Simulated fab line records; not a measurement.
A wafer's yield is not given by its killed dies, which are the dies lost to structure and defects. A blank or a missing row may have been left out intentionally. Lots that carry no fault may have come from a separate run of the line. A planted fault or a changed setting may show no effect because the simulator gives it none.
A lot that was struck, set against a sound lot -- flow gf180mcu -- 17 out of 602 route steps
Sound: these wafers, L332.1, L332.3, L332.4. Wafers struck: L325.2, L325.3, L325.4. The cause comes at the end.
For every step that has rows: the tool of each side, followed by ch and its chambers, followed by its first start. Under that, the readings that differ: sound wafers -- struck wafers -- difference of the means -- sigmas: that difference in standard deviations of wafers without a fault.
alike: same words and numbers on both sides, and readings whose means sit less than 2 such deviations apart. not compared: any withheld reading, any reading some wafer has no value for, any bound like >300 that may hide the same value, and any number with overlapping values for which the record gives no deviation.
The two part at a step that has a row with sigmas, a row that says differs or no value, or rows on one side only. Numbers that don't overlap but have no deviation are shown without sigmas and don't part them. A reading missing from all wafers of one side parts the sides only when that side holds two or more wafers.

first, 3 steps without rows for these wafers: GF_MVPSD_EXPOSE_04 (exposes mask MVPSD, target cd 1000 nm); GF_MVPSD_PEB_05; GF_MVPSD_DEVELOP_06 (develop time 60 s).
GF_MVPSD_OVL_MEAS_07:
  sound on overlay-02 at day 8 20:56; struck on overlay-02 at day 7 00:08
  alike: MVPSD_OVL
then, 2 steps without rows for these wafers: GF_MVPSD_IMPLANT_08; GF_MVPSD_IMPLANT_09.
GF_MVPSD_STRIP_10: strips in O2/N2.
  sound on plasma_asher-04 ch 0,1, day 8 21:16; struck on plasma_asher-04 ch 0,1, day 7 00:28
  alike: drypump_motor_current_A, heater_power_w, oes_product_au, platen_temp_c, strip_time_to_endpoint_s
  not compared: rf_hours_counter_h
GF_MVPSD_TW_MEAS_11:
  sound on film_metro-01 at day 8 21:22; struck on film_metro-02 at day 7 00:35
  alike: MVPSD_TW
then, 4 steps without rows for these wafers: GF_VT_IMPLANT_DEHYDRATE_00 (time 60 s); GF_VT_IMPLANT_HMDS_01 (prime time 60 s); GF_VT_IMPLANT_COAT_02 (resist thk 1000 nm); GF_VT_IMPLANT_SOFTBAKE_03 (time 60 s).
GF_VT_IMPLANT_EXPOSE_04: exposes mask LVPWELL LV AREA, target cd 600 nm.
  sound on iline_stepper-01 ch 0, day 9 05:46; struck on iline_stepper-02 ch 0, day 7 08:40
reading,sound,struck,difference,sigmas
model.VT_IMPLANT.overlay_x_nm (nm),0.2289 0.2289 0.2289,-96.12 -96.12 -96.12,-96.35,
  alike: mask, exposure_dose_mJ_cm2, focus_offset_nm
then, 2 steps without rows for these wafers: GF_VT_IMPLANT_PEB_05; GF_VT_IMPLANT_DEVELOP_06 (develop time 60 s).
GF_VT_IMPLANT_OVL_MEAS_07:
  sound on overlay-01 at day 9 13:50; struck on overlay-01 at day 7 15:50
reading,sound,struck,difference,sigmas
VT_IMPLANT_OVL (nm),-0.1 -1.2 -0.4,-97.3 -97.1 -97.8,-96.8,-65
after that, 1 step had no rows for these wafers: GF_VT_IMPLANT_IMPLANT_08.

WHERE THEY PART
Within this record, at GF_VT_IMPLANT_OVL_MEAS_07 only.

WHY: what the simulator had put in
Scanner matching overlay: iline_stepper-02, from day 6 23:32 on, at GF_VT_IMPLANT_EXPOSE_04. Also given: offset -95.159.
